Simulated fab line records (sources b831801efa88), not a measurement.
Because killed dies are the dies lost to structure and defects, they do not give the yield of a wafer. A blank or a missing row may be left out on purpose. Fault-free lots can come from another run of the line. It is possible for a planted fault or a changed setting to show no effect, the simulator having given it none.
What tool caused it?    flow gf180mcu    12 lots with 34 wafers sampled at 5 steps, on a route of 602 steps

== WHAT THE GAUGES SHOWED, per wafer ==
GF_DNWELL_TW_MEAS_09.
lot   measured     on            DNWELL_TW
L160  day 2 17:05  filmMetro-04  1357 1354 1355
L161  day 3 00:59  filmMetro-04  1384 1380 1380
L162  day 3 05:13  filmMetro-01  1337 1335 1334
L163  day 3 10:28  filmMetro-01  1331 1336 1341
L170  day 5 00:10  filmMetro-01  1442 1342
L171  day 5 06:17  filmMetro-01  1435 1334
L174  day 5 19:54  filmMetro-01  1340 1336 1338
L175  day 6 05:40  filmMetro-02  1374 1371 1365
L176  day 6 08:45  filmMetro-04  1364 1368 1366
L178  day 6 15:22  filmMetro-02  1371 1370 1368
L179  day 7 02:23  filmMetro-01  1354 1343 1355
L183  day 7 20:12  filmMetro-01  1340 1335 1350

GF_MVPSD_TW_MEAS_11.
lot   measured      on            MVPSD_TW
L160  day 5 00:10   filmMetro-03  562.9 564.2 560.8
L161  day 5 07:19   filmMetro-04  564.0 558.1 557.8
L162  day 5 14:05   filmMetro-04  560.4 559.1 558.9
L163  day 5 18:24   filmMetro-04  560.0 560.3 558.6
L170  day 7 11:53   filmMetro-04  558.4 559.2
L171  day 7 19:23   filmMetro-02  557.6 560.6
L174  day 8 10:17   filmMetro-02  561.2 561.3 561.9
L175  day 8 22:52   filmMetro-02  562.7 559.7 562.2
L176  day 9 01:20   filmMetro-02  560.2 556.0 557.8
L178  day 9 08:18   filmMetro-04  557.7 559.9 557.2
L179  day 9 21:46   filmMetro-03  554.6 559.8 554.9
L183  day 10 18:49  filmMetro-03  564.7 564.1 560.1

GF_NSD_TW_MEAS_12.
lot   measured      on            NSD_TW
L160  day 13 06:57  filmMetro-03  4303 4307 4298
L161  day 13 15:00  filmMetro-04  4264 4265 4259
L162  day 14 01:21  filmMetro-03  4295 4301 4299
L163  day 14 05:23  filmMetro-04  4294 4313 4298
L170  day 16 18:21  filmMetro-03  4222 4267
L171  day 17 00:33  filmMetro-04  4287 4260
L174  day 18 04:06  filmMetro-04  4306 4267 4303
L175  day 18 17:02  filmMetro-04  4300 4308 4293
L176  day 18 21:25  filmMetro-04  4278 4280 4265
L178  day 19 12:11  filmMetro-04  4283 4276 4301
L179  day 20 10:01  filmMetro-03  4296 4318 4327
L183  day 21 10:16  filmMetro-01  4242 4253 4274

== TOOL THAT RAN EACH LOT (tool first, then ch and the chambers of the sampled wafers, then the start) ==
lot   GF_DNWELL_IMPLANT_07            GF_POLY_GATE_ETCH_12
L160  implanter-03 ch 0, day 2 16:50  rieDiel-03 ch 0,1, day 9 03:32
L161  implanter-03 ch 0, day 3 00:46  rieDiel-02 ch 0,1,3, day 9 10:53
L162  implanter-01 ch 0, day 3 04:58  rieDiel-03 ch 0,3, day 9 19:44
L163  implanter-02 ch 0, day 3 10:13  rieDiel-02 ch 0,1, day 10 01:35
L170  implanter-02 ch 0, day 4 23:55  rieDiel-04 ch 0,1, day 12 05:10
L171  implanter-02 ch 0, day 5 06:03  rieDiel-03 ch 0,1, day 12 11:10
L174  implanter-03 ch 0, day 5 19:42  rieDiel-03 ch 0,1,3, day 13 06:55
L175  implanter-01 ch 0, day 6 05:25  rieDiel-02 ch 0,1,3, day 13 21:08
L176  implanter-01 ch 0, day 6 08:30  rieDiel-03 ch 0,1, day 13 23:52
L178  implanter-01 ch 0, day 6 15:07  rieDiel-04 ch 0,2,3, day 14 12:50
L179  implanter-01 ch 0, day 7 02:08  rieDiel-03 ch 0,1,3, day 15 04:25
L183  implanter-01 ch 0, day 7 19:58  rieDiel-02 ch 0,1,3, day 16 01:53
- GF_DNWELL_IMPLANT_07
- GF_POLY_GATE_ETCH_12: etches BARC in N2/H2.

== AS READ BY THE TOOLS THEMSELVES (means over the sampled wafers that have a number; for cases with no such wafer, the mark the record gives instead) ==
GF_DNWELL_IMPLANT_07.
lot   tool          beamOnS (s)  faradayCurrentUA
L160  implanter-03  9.98         56.4
L161  implanter-03  9.92         57.0
L162  implanter-01  9.87         57.0
L163  implanter-02  10.08        55.9
L170  implanter-02  11.21        51.3
L171  implanter-02  11.33        50.5
L174  implanter-03  10.09        56.0
L175  implanter-01  9.88         56.9
L176  implanter-01  10.01        56.3
L178  implanter-01  9.90         56.9
L179  implanter-01  9.96         56.7
L183  implanter-01  10.25        55.1

GF_POLY_GATE_ETCH_12.
lot   tool        drypumpMotorCurrentA (A)  h2FlowSccm (sccm)  oesProductAu (a.u.)  rfFwdPowerW (W)  throttleValvePct (%)
L160  rieDiel-03  5.8                       200.2              0.736                497.6            13.215
L161  rieDiel-02  5.9                       199.7              0.737                495.7            13.215
L162  rieDiel-03  5.7                       199.7              0.740                495.7            13.218
L163  rieDiel-02  6.1                       199.9              0.736                496.2            13.220
L170  rieDiel-04  5.7                       199.3              0.734                495.2            13.214
L171  rieDiel-03  5.8                       200.2              0.736                496.4            13.216
L174  rieDiel-03  5.7                       200.4              0.731                496.7            13.223
L175  rieDiel-02  5.9                       200.0              0.734                496.6            13.216
L176  rieDiel-03  5.8                       200.5              0.736                496.6            13.215
L178  rieDiel-04  5.6                       199.6              0.735                495.8            13.212
L179  rieDiel-03  5.7                       200.2              0.734                497.0            13.216
L183  rieDiel-02  5.9                       199.5              0.737                497.1            13.218

== THE ANSWER, worked out from the rows above alone ==
Rule: usual is defined by the lots themselves. The widest of any qualifying gaps counts: lots, ordered by their means at a reading, are off when they make up no more than a third of the lots, leave a main group of 4 or more, and stand apart from it by 3 or more times the standard deviation of that group's means. A main group is skipped when, at the precision printed for the reading in the tables above, its means are all equal. A lot without any number at a reading at which 4 lots or more have one is off too. Any other lot the step has rows for is counted as sound. First the gauges in route order, then the tools' own readings, where a lot's mean is used as printed above. The first step at which some lot is off is used, and at that step the reading that is off furthest; a lot without a number counts as furthest.
Off at GF_DNWELL_IMPLANT_07 (beamOnS): L170, L171. For the main group the mean is 9.99 s and the standard deviation 0.11.
If a tool, at that step or one of the process steps before it, ran each lot that is off and ran no sound lot following the first of them, it fits. One fits: implanter-02 at GF_DNWELL_IMPLANT_07. Its last sound lot is L163 (day 3 10:13), its first lot that is off L170 (day 4 23:55): a fault that began between those two fits.
The tool's own readings at GF_DNWELL_IMPLANT_07 bear it out: on the lots that are off they differ by more than 5 times the standard deviation of the sound lots' means. beamOnS reads 11.27 s there against 9.99 s on the sound lots; faradayCurrentUA reads 50.9 there against 56.4 on the sound lots.

== WHAT HAD BEEN PUT IN BY THE SIMULATOR ==
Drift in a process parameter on implanter-02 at GF_DNWELL_IMPLANT_07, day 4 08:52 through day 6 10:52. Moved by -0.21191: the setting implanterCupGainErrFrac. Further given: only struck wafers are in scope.
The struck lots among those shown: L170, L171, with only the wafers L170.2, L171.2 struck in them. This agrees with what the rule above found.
